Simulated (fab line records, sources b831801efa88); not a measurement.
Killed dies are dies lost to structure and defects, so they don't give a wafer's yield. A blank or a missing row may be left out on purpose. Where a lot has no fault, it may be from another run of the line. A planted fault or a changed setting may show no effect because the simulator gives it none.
Chamber matching    flow gf180mcu    GF_V5_ETCH_16 on rie_diel-01 has 4 sister chambers
The step etches BARC in N2/H2. 4 wafers are shown with their chamber, then 7 later ones without.

== WAFERS PAIRED WITH THEIR CHAMBERS ==
wafer   chamber  oes_product_au (a.u.)
L094.1  1        0.850
L094.2  2        0.847
L094.4  0        0.848
L094.5  3        0.849

== WAFERS WITHOUT THEIR CHAMBER ==
wafer   oes_product_au (a.u.)
L094.6  0.856
L095.1  0.859
L095.3  0.852
L095.4  0.843
L097.3  0.849
L097.4  0.851
L097.5  0.858

== WHICH CHAMBER EACH ONE RAN IN ==
wafer   from the rows above                in truth
L094.6  can't be placed: 1 or 3 or 0 or 2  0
L095.1  can't be placed: 1 or 3 or 0 or 2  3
L095.3  can't be placed: 1 or 3 or 0 or 2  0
L095.4  can't be placed: 2 or 0 or 3 or 1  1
L097.3  can't be placed: 3 or 0 or 1 or 2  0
L097.4  can't be placed: 1 or 3 or 0 or 2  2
L097.5  can't be placed: 1 or 3 or 0 or 2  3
Placed correctly: 0 of 7. Cannot be placed on the basis of these rows: 7; the candidates contain the true chamber in 7. Wrongly placed: 0.
How it was worked out, from the rows above alone: a wafer's distance from a chamber is the root of the sum, over the readings, of the square of ((its reading less the chamber's mean) divided by the reading's scatter). If the next closest chamber is less than 2 further off than the closest, the wafer can't be placed; otherwise it belongs to the closest. The mean given for a chamber averages the wafers shown for that chamber. The scatter: root of mean squared gap, hidden wafer to nearest shown wafer, with one shown wafer a chamber.
